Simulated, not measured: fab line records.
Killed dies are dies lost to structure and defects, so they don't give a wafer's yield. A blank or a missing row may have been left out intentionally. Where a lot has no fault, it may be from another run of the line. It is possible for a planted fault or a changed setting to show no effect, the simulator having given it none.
Which of the tools did it? | flow gf180mcu | 39 wafers from 13 lots sampled at 4 of the route's 602 steps

== WHAT EACH GAUGE READ, for each wafer ==
GF_V5_THK_MEAS_01. Usual: V5_CVD_00_THK 301.4 nm, standard deviation 3.
lot  | measured     | on            | V5_CVD_00_THK (nm) | flag
L442 | day 26 15:51 | film metro-01 | 299.0 300.2 299.7  |
L445 | day 27 16:13 | film metro-01 | 300.6 302.6 303.5  |
L446 | day 28 00:53 | film metro-03 | 303.7 300.6 302.1  |
L447 | day 28 07:23 | film metro-01 | 299.6 292.9 295.1  |
L448 | day 28 19:20 | film metro-01 | 305.4 301.2 297.7  |
L456 | day 30 14:41 | film metro-01 | 298.6 298.1 298.4  |
L457 | day 30 23:09 | film metro-03 | 304.9 302.0 305.0  |
L458 | day 31 04:33 | film metro-01 | 303.3 303.7 303.1  |
L459 | day 31 14:44 | film metro-01 | 297.0 299.5 297.6  |
L460 | day 31 18:30 | film metro-01 | 304.1 303.5 303.2  |
L461 | day 31 19:44 | film metro-03 | 296.5 298.4 300.0  |
L462 | day 32 05:35 | film metro-03 | 300.6 302.3 301.2  |
L465 | day 32 20:07 | film metro-01 | 296.7 299.4 297.0  |

== WHAT TOOL EACH LOT RAN ON (gives the tool, then ch and the chambers of the sampled wafers, and finally the start) ==
lot  | GF_MIM_SPUTTER_02            | GF_MIM_SPUTTER_07            | GF_M5_PEB_05
L442 | pvd sputter-01, day 24 20:34 | pvd sputter-02, day 24 20:46 | litho track-04 ch 0, day 26 14:32
L445 | pvd sputter-01, day 25 21:34 | pvd sputter-02, day 25 21:45 | litho track-04 ch 0, day 27 14:59
L446 | pvd sputter-01, day 26 06:44 | pvd sputter-04, day 26 06:55 | litho track-04 ch 0, day 27 23:35
L447 | pvd sputter-02, day 26 13:48 | pvd sputter-04, day 26 13:59 | litho track-01 ch 0, day 28 06:01
L448 | pvd sputter-02, day 27 01:56 | pvd sputter-01, day 27 02:07 | litho track-04 ch 0, day 28 18:01
L456 | pvd sputter-04, day 28 22:35 | pvd sputter-02, day 28 22:46 | litho track-04 ch 0, day 30 13:31
L457 | pvd sputter-02, day 29 07:56 | pvd sputter-04, day 29 08:08 | litho track-01 ch 0, day 30 21:55
L458 | pvd sputter-04, day 29 14:41 | pvd sputter-02, day 29 14:53 | litho track-04 ch 0, day 31 03:17
L459 | pvd sputter-02, day 30 01:31 | pvd sputter-04, day 30 01:42 | litho track-01 ch 0, day 31 13:32
L460 | pvd sputter-04, day 30 04:46 | pvd sputter-01, day 30 04:57 | litho track-01 ch 0, day 31 17:17
L461 | pvd sputter-01, day 30 06:41 | pvd sputter-02, day 30 06:52 | litho track-01 ch 0, day 31 18:30
L462 | pvd sputter-01, day 30 16:30 | pvd sputter-02, day 30 16:41 | litho track-01 ch 0, day 32 04:22
L465 | pvd sputter-02, day 31 09:46 | pvd sputter-04, day 31 09:57 | litho track-03 ch 0, day 32 18:53
- GF_MIM_SPUTTER_02: material AlCu, target thk 450 nm, time 23.9 s.
- GF_MIM_SPUTTER_07: material TiN, target thk 60 nm, time 50 s.
- GF_M5_PEB_05: peb time 90 s.

== WHAT THE TOOLS THEMSELVES READ (means of the sampled wafers that have a number; where no wafer has one, the mark that the record gives instead) ==
GF_MIM_SPUTTER_02. Usual: cathode dc power W 10600 W, standard deviation 1.9; throttle valve pct 29.9 %, standard deviation 1.
lot  | tool           | cathode dc power W (W) | throttle valve pct (%) | flag
L442 | pvd sputter-01 | 10599                  | 30.5                   |
L445 | pvd sputter-01 | 10602                  | 30.0                   |
L446 | pvd sputter-01 | 10600                  | 29.5                   |
L447 | pvd sputter-02 | 10598                  | 28.7                   |
L448 | pvd sputter-02 | 10600                  | 30.0                   |
L456 | pvd sputter-04 | 10600                  | 31.2                   |
L457 | pvd sputter-02 | 10600                  | 29.3                   |
L458 | pvd sputter-04 | 10600                  | 30.3                   |
L459 | pvd sputter-02 | 10600                  | 29.9                   |
L460 | pvd sputter-04 | 10599                  | 30.5                   |
L461 | pvd sputter-01 | 10599                  | 30.0                   |
L462 | pvd sputter-01 | 10599                  | 29.6                   |
L465 | pvd sputter-02 | 10601                  | 29.4                   |

GF_MIM_SPUTTER_07. Usual: cathode dc power W 6500.0 W, standard deviation 1.2; throttle valve pct 30.0 %, standard deviation 1.2.
lot  | tool           | cathode dc power W (W) | throttle valve pct (%) | flag
L442 | pvd sputter-02 | 6499.8                 | 29.2                   |
L445 | pvd sputter-02 | 6500.3                 | 29.3                   |
L446 | pvd sputter-04 | 6498.2                 | 30.1                   |
L447 | pvd sputter-04 | 6498.8                 | 29.5                   |
L448 | pvd sputter-01 | 6501.1                 | 29.2                   |
L456 | pvd sputter-02 | 6499.9                 | 29.4                   |
L457 | pvd sputter-04 | 6501.4                 | 29.6                   |
L458 | pvd sputter-02 | 6499.6                 | 29.0                   |
L459 | pvd sputter-04 | 6500.9                 | 29.6                   |
L460 | pvd sputter-01 | 6497.9                 | 29.5                   |
L461 | pvd sputter-02 | 6499.9                 | 29.5                   |
L462 | pvd sputter-02 | 6499.1                 | 29.1                   |
L465 | pvd sputter-04 | 6500.5                 | 30.0                   |

GF_M5_PEB_05. Usual: chill plate temp C 22.99 C, standard deviation 0.099; heater power total W 85.70 W, standard deviation 0.079.
lot  | tool           | chill plate temp C (C) | heater power total W (W) | flag
L442 | litho track-04 | 23.02                  | 85.64                    |
L445 | litho track-04 | 22.94                  | 85.66                    |
L446 | litho track-04 | 22.95                  | 85.70                    |
L447 | litho track-01 | 22.99                  | 85.76                    |
L448 | litho track-04 | 22.86                  | 85.67                    |
L456 | litho track-04 | 23.04                  | 88.58                    | OFF
L457 | litho track-01 | 23.04                  | 85.61                    |
L458 | litho track-04 | 22.97                  | 88.63                    | OFF
L459 | litho track-01 | 23.05                  | 85.76                    |
L460 | litho track-01 | 22.77                  | 85.68                    |
L461 | litho track-01 | 22.83                  | 85.66                    |
L462 | litho track-01 | 22.98                  | 85.69                    |
L465 | litho track-03 | 23.10                  | 85.61                    |

== THE ANSWER, worked out from the rows above alone ==
Rule: a lot is off if the mean of its wafers that have a number lies more than 3 standard deviations from the usual mean. A lot without any number at a reading at which 4 lots or more have one is off too. Any other lot the step has rows for is counted as sound. Order of review: gauges by route order, followed by the tools' own readings, for which a lot's mean as printed above is used. The first step at which some lot is off is used, and at that step the reading that is off furthest; a lot without a number counts as furthest.
Off: L456, L458, at GF_M5_PEB_05 (heater power total W).
If a tool, at that step or one of the process steps before it, ran each lot that is off and ran no sound lot following the first of them, it fits. One fits: litho track-04 at GF_M5_PEB_05. Its last sound lot is L448 (day 28 18:01), its first lot that is off L456 (day 30 13:31): a fault that began between those two fits.
On the lots that are off, the tool's own readings at GF_M5_PEB_05 differ by more than 5 times the standard deviation of the sound lots' means, which bears it out; heater power total W reads 88.60 W there versus 85.68 W on the sound lots.

== WHAT THE SIMULATOR PUT IN ==
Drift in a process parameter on litho track-04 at GF_M5_PEB_05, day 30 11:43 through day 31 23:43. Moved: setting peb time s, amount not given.
Struck lots among those shown: L456, L458. This agrees with what the rule above found.
